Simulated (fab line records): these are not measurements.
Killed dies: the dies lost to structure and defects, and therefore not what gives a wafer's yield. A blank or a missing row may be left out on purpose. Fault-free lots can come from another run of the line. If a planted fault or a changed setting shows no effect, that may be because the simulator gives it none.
Comparing a struck lot with a sound one || flow sky130 || 22 out of 708 route steps
Sound: wafers L465.2, L465.4, L465.6. Wafers struck: L469.1, L469.3, L469.5. The cause is given at the end.
Per side, at each step with rows, come the tool, then ch with its chambers, and then its first start. Under that, the readings that differ: sound wafers || struck wafers || difference of the means || sigmas: that difference in standard deviations of wafers without a fault.
alike: readings whose means differ by less than 2 such deviations, and words and numbers that are the same on both sides. not compared: withheld readings, readings that some wafer has no value for, bounds like >300 that may hide the same value, and numbers for which the record gives no deviation and whose values overlap.
A row with sigmas, a row that says differs or no value, or rows on one side alone: a step with any of these is where the two part. Numbers that don't overlap but have no deviation are shown without sigmas and don't part them. A reading missing from all wafers of one side parts the sides only when that side holds two or more wafers.

first, 4 steps without rows for these wafers: SKY_VT_ADJUST_PCH_SOFTBAKE_03; SKY_VT_ADJUST_PCH_EXPOSE_04 (exposes mask NWM, target cd 840 nm); SKY_VT_ADJUST_PCH_PEB_05; SKY_VT_ADJUST_PCH_DEVELOP_06 (develop time 60 s).
SKY_VT_ADJUST_PCH_OVL_MEAS_07:
  sound on overlay-02, day 10 23:32; struck on overlay-02, day 12 05:05
  alike: VT_ADJUST_PCH_OVL
after that, 1 step had no rows for these wafers: SKY_VT_ADJUST_PCH_IMPLANT_08.
SKY_VT_ADJUST_PCH_STRIP_09: strips in O2/N2.
  sound on plasma_asher-02 ch 0,1, day 10 23:43; struck on plasma_asher-01 ch 0,1, day 12 05:16
  alike: drypump_motor_current_A, oes_product_au, strip_time_to_endpoint_s
  not compared: rf_hours_counter_h
SKY_VT_ADJUST_PCH_TW_MEAS_10:
  sound on film_metro-04, day 10 23:50; struck on film_metro-04, day 12 05:22
  alike: VT_ADJUST_PCH_TW
then, 4 steps without rows for these wafers: SKY_SONOS_TUNNEL_DEHYDRATE_00 (time 60 s); SKY_SONOS_TUNNEL_HMDS_01 (prime time 60 s); SKY_SONOS_TUNNEL_COAT_02 (resist thk 1140 nm); SKY_SONOS_TUNNEL_SOFTBAKE_03 (time 60 s).
SKY_SONOS_TUNNEL_EXPOSE_04: exposes mask TUNM, target cd 410 nm.
  sound on iline_stepper-01 ch 0, day 11 11:07; struck on iline_stepper-01 ch 0, day 12 17:26
{"reading": "mask", "sound": "TUNM#0 TUNM#0 TUNM#0", "struck": "NWM#0 NWM#0 NWM#0", "difference": "differs", "sigmas": ""}
then, 2 steps without rows for these wafers: SKY_SONOS_TUNNEL_PEB_05; SKY_SONOS_TUNNEL_DEVELOP_06 (develop time 60 s).
SKY_SONOS_TUNNEL_CD_MEAS_07: target cd 410 nm.
  sound on cd_sem-02, day 11 22:37; struck on cd_sem-01, day 13 05:54
{"reading": "cd_nm (nm)", "sound": "412.0 411.7 410.6", "struck": "- - -", "difference": "no value on the struck wafers", "sigmas": ""}
SKY_SONOS_TUNNEL_OVL_MEAS_08:
  sound on overlay-02, day 11 22:43; struck on overlay-02, day 13 06:01
{"reading": "SONOS_TUNNEL_OVL (nm)", "sound": "-0.8 -1.3 -1.9", "struck": "- - -", "difference": "no value on the struck wafers", "sigmas": ""}
then, 3 steps without rows for these wafers: SKY_SONOS_TUNNEL_IMPLANT_09; SKY_SONOS_TUNNEL_WET_ETCH_10 (etches SiO2 in dHF, target depth 14 nm, time 280 s); SKY_SONOS_TUNNEL_STRIP_11 (strips in SPM, time 600 s).
SKY_SONOS_TUNNEL_TW_MEAS_12:
  sound on film_metro-02, day 11 23:10; struck on film_metro-01, day 13 06:43
{"reading": "SONOS_TUNNEL_TW", "sound": "195.5 196.4 195.3", "struck": "29.9 30.0 30.0", "difference": -165.8, "sigmas": -79}
  not compared: hold
after that, 1 step had no rows for these wafers: SKY_PAD_OPEN_PROBE_99.

WHERE THEY PART
Last at SKY_SONOS_TUNNEL_TW_MEAS_12 as far as this record goes, first at SKY_SONOS_TUNNEL_EXPOSE_04.

WHY: what had been put in by the simulator
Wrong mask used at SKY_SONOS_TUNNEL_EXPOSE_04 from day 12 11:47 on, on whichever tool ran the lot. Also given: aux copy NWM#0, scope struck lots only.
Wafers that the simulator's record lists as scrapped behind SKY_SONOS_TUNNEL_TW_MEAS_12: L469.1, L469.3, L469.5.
